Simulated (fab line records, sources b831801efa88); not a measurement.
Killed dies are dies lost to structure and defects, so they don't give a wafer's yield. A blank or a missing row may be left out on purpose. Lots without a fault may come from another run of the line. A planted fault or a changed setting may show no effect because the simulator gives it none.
A struck lot beside a sound one | flow sky130 | 32 steps out of a route of 708
Sound: wafers L254.1, L254.4, L254.5. Struck: wafers L263.2, L263.3, L263.5. The cause comes at the end.
At each step with rows: each side's tool, then ch and its chambers, then its first start. Under that, the readings that differ: sound wafers | struck wafers | difference of the means | sigmas: that difference in standard deviations of wafers without a fault.
alike: readings whose means differ by less than 2 such deviations, and words and numbers that are the same on both sides. not compared: withheld readings, readings that some wafer has no value for, bounds like >300 that may hide the same value, and numbers for which the record gives no deviation and whose values overlap.
The two part at a step that has a row with sigmas, a row that says differs or no value, or rows on one side only. Numbers that don't overlap but have no deviation are shown without sigmas and don't part them. A reading that every wafer of one side lacks parts them only if that side has two wafers or more.

SKY_VIA1_ETCH_15: etches SiO2 in C4F8/O2/Ar, stops on TiN, target depth 351 nm, time 54 s.
  sound on rie_diel-04 ch 1,3, day 34 15:36; struck on rie_diel-01 ch 0,3, day 37 23:15
  alike: oes_product_au
  not compared: rf_hours_counter_h
then, 6 steps without rows for these wafers: SKY_VIA1_STRIP_16 (strips in O2/N2); SKY_VIA1_STRIP_17 (strips in post etch residue remover, time 1200 s); SKY_VIA1_CLEAN_18 (cleans in IPA, time 180 s); SKY_VIA1_CLEAN_19 (cleans in O3/DIW); SKY_VIA1_SPUTTER_20 (material TiN, target thk 20 nm, time 80 s); SKY_VIA1_CVD_21 (deposits W, target thk 270 nm, time 80.902 s).
SKY_VIA1_RS_MEAS_22: measures by four-point-probe.
  sound on film_metro-04, day 34 16:23; struck on film_metro-03, day 38 00:04
  reading            | sound             | struck            | difference | sigmas
  VIA1_W_RS (ohm/sq) | 0.429 0.432 0.426 | 0.423 0.418 0.422 | -0.008     | -2
SKY_VIA1_THK_MEAS_23: measures by xrf.
  sound on film_metro-04, day 34 16:31; struck on film_metro-03, day 38 00:10
  alike: VIA1_W_THK
then, 1 step without rows for these wafers: SKY_VIA1_CMP_24 (polishes, stops on SiO2, t overpolish 15 s, target thk 0 nm).
SKY_METAL2_SPUTTER_00: material Ti, target thk 15 nm, time 10 s.
  sound on pvd_sputter-04, day 34 17:06; struck on pvd_sputter-01, day 38 00:31
  alike: cathode_dc_power_W, throttle_valve_pct
then, 1 step without rows for these wafers: SKY_METAL2_SPUTTER_01 (material TiN, target thk 20 nm, time 16.7 s).
SKY_METAL2_SPUTTER_02: material AlCu, target thk 250 nm, time 13.3 s.
  sound on pvd_sputter-04, day 34 17:09; struck on pvd_sputter-01, day 38 00:34
  reading                                     | sound             | struck            | difference | sigmas
  model.AlCu_of_METAL2_SPUTTER_02.thk_nm (nm) | 248.1 248.7 248.4 | 188.4 184.3 183.5 | -63.0      |
  alike: cathode_dc_power_W, throttle_valve_pct
SKY_METAL2_SPUTTER_03: material Ti, target thk 5 nm, time 3.3 s.
  sound on pvd_sputter-04, day 34 17:10; struck on pvd_sputter-01, day 38 00:36
  alike: cathode_dc_power_W, throttle_valve_pct
SKY_METAL2_SPUTTER_04: material TiN, target thk 70 nm, time 58.3 s.
  sound on pvd_sputter-04, day 34 17:11; struck on pvd_sputter-01, day 38 00:37
  alike: cathode_dc_power_W, throttle_valve_pct
SKY_METAL2_RS_MEAS_05: measures by four-point-probe.
  sound on film_metro-02, day 34 17:14; struck on film_metro-01, day 38 00:41
  reading                 | sound                | struck               | difference | sigmas
  METAL2_ALCU_RS (ohm/sq) | 0.1278 0.1273 0.1275 | 0.1703 0.1740 0.1750 | +0.0456    | +35
SKY_METAL2_THK_MEAS_06: measures by xrf.
  sound on film_metro-02, day 34 17:22; struck on film_metro-01, day 38 00:48
  reading              | sound             | struck            | difference | sigmas
  METAL2_ALCU_THK (nm) | 248.5 247.8 248.3 | 187.4 183.9 183.2 | -63.4      | -23
then, 8 steps without rows for these wafers: SKY_METAL2_DEHYDRATE_07 (time 60 s); SKY_METAL2_HMDS_08 (prime time 60 s); SKY_METAL2_COAT_09 (resist thk 60 nm); SKY_METAL2_COAT_10 (resist thk 450 nm); SKY_METAL2_SOFTBAKE_11 (time 90 s); SKY_METAL2_EXPOSE_12 (exposes mask MM2, target cd 140 nm); SKY_METAL2_PEB_13; SKY_METAL2_DEVELOP_14 (develop time 60 s).
SKY_METAL2_CD_MEAS_15: target cd 140 nm.
  sound on cd_sem-01, day 35 20:00; struck on cd_sem-02, day 39 02:05
  alike: cd_nm
SKY_METAL2_OVL_MEAS_16:
  sound on overlay-01, day 35 20:07; struck on overlay-02, day 39 02:12
  alike: METAL2_OVL
then, 1 step without rows for these wafers: SKY_METAL2_DESCUM_17 (chemistry O2, time 8 s).
SKY_METAL2_ETCH_18: etches BARC in N2/H2, stops on SiO2, time 45.9 s, target depth 60 nm.
  sound on rie_metal-04 ch 0,1, day 35 20:11; struck on rie_metal-04 ch 0,1, day 39 02:16
  alike: drypump_motor_current_A, oes_product_au, throttle_valve_pct
  not compared: rf_hours_counter_h
SKY_METAL2_METAL_ETCH_19: etches the open film in Cl2/BCl3, stops on SiO2, target depth 360 nm, time 78 s.
  sound on rie_metal-04 ch 0,1, day 35 20:15; struck on rie_metal-04 ch 0,1, day 39 02:19
  reading               | sound             | struck            | difference | sigmas
  oes_product_au (a.u.) | 0.851 0.855 0.845 | 0.801 0.795 0.795 | -0.053     | -9
  alike: drypump_motor_current_A, throttle_valve_pct
  not compared: rf_hours_counter_h
then, 1 step without rows for these wafers: SKY_METAL2_STRIP_20 (strips in O2/N2).
-- the record jumps here: 10 days lie between the struck wafers' starts before and after (it left off in module METAL2 and takes up again in module PAD_OPEN, whose first step shown is number 708 of the route) --
SKY_PAD_OPEN_PROBE_99:
  sound on prober-02, day 46 10:37; struck on prober-02, day 48 20:51
  reading                      | sound                | struck               | difference | sigmas
  killed_at_front_end          | 27 23 25             | 13 13 10             | -13        | -3
  model.etest.met2.line_ohm_um | 0.925 0.9306 0.9173  | 1.216 1.272 1.25     | +0.322     |
  model.etest.met2.rs_ohm_sq   | 0.1292 0.1277 0.1287 | 0.1703 0.1752 0.1773 | +0.0457    |
  alike: defect_limited_yield, killed_at_M0_to_M3, killed_at_M4_up, killed_at_contacts, killed_at_other, killed_dies, killed_open, killed_short, sort_bin_3_pad_short, sort_bin_5_function, sort_bin_6_memory, sort_n_pass, sort_yield_pct

WHERE THEY PART
First at SKY_VIA1_RS_MEAS_22; last, within this record, at SKY_PAD_OPEN_PROBE_99.

WHY: what the simulator had put in
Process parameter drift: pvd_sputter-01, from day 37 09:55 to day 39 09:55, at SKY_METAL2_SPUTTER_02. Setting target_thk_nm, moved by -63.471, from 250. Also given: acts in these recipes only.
